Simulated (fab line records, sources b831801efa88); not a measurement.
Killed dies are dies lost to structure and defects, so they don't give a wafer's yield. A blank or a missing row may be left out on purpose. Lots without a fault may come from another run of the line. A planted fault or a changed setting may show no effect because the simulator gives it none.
Problem report in the 8D (eight disciplines) form, filled by code | flow gf180mcu | the parts of the form that need people (team, actions taken, sign-off) are left out

1. THE PROBLEM
strip_time_to_endpoint_s at GF_DUAL_GATE_STRIP_13 reads a mean of 10.62 s on 3 wafers of 2 lots; wafers without a fault read 12.63 s with a standard deviation of 0.034. That is -59 standard deviations from the usual mean.
The step: strips in O2/N2.
First seen on wafer L515.3, day 12 07:32, on plasma_asher-03. The record holds 42 wafers of 14 lots with a number at this step. Rule for "out", or "out of limits": more than 4 standard deviations from the usual mean. The other wafers with a number count as sound.

2. WHAT IT IS AND WHAT IT IS NOT
question                    | is                                       | is not
which readings at this step | strip_time_to_endpoint_s, oes_product_au | drypump_motor_current_A, heater_power_w
which lots                  | L515, L517                               | L503, L504, L505, L506, L508, L509, L511, L512, L513, L514, L522, L525
which wafers of those lots  | L515.3, L515.6, L517.2                   | L515.2, L517.1, L517.3
read on which tools         | plasma_asher-03                          | plasma_asher-01, plasma_asher-04
when                        | from day 12 07:32                        | up to then (31 sound wafers); but 8 sound wafers of L517, L522, L525 came after

3. SUSPECTS, AND WHAT RULES EACH OUT
Counting: a tool at a process step up to the reading stays a suspect if it ran every lot that is out. Sound lots after the first of them don't rule it out here, since some wafers of a struck lot are sound.
- plasma_asher-03 at GF_DUAL_GATE_STRIP_13 (strips in O2/N2): kept. It ran every lot that is out, first L515 (day 12 07:32); its last sound lot up to then is L514 (day 12 03:16). Its own readings are out on those wafers: oes_product_au, strip_time_to_endpoint_s.
- Within plasma_asher-03 at GF_DUAL_GATE_STRIP_13: the wafers that are out ran in chamber 0; their sound lot-mates ran in chamber 1.
Left after counting: plasma_asher-03 at GF_DUAL_GATE_STRIP_13.

4. THE CAUSE (what the simulator had put in)
Process parameter drift: plasma_asher-03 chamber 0, from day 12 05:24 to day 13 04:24, at GF_DUAL_GATE_STRIP_13. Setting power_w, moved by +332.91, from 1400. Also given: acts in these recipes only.
Counting left only this tool.

5. THE CHAIN OF EFFECTS, in route order
Each row: a reading whose mean over the struck wafers that have a number lies more than 3 standard deviations from the usual. Only readings for which the record gives a usual standard deviation are gone through. hours: the time from each lot's start at the first step in this table that gives one to its start at this step, as a median over the lots. sigmas: the change in usual standard deviations.
hours | step                  | reading                  | usual      | on struck wafers | change | sigmas
0     | GF_DUAL_GATE_STRIP_13 | oes_product_au           | 0.716 a.u. | 0.752            | +0.036 | +7.9
0     | GF_DUAL_GATE_STRIP_13 | strip_time_to_endpoint_s | 12.63 s    | 10.62            | -2.01  | -59
The process steps in it:
- GF_DUAL_GATE_STRIP_13: strips in O2/N2.
Later measuring or inspecting steps at which every struck wafer that the step has a row for has a number for every such reading, and none has moved that far: GF_HV_LDD_TW_MEAS_38.

6. WHAT WOULD HAVE CAUGHT IT SOONER
In this record the first reading out of limits was taken at day 12 07:32, 2 hours after the fault began at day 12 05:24.
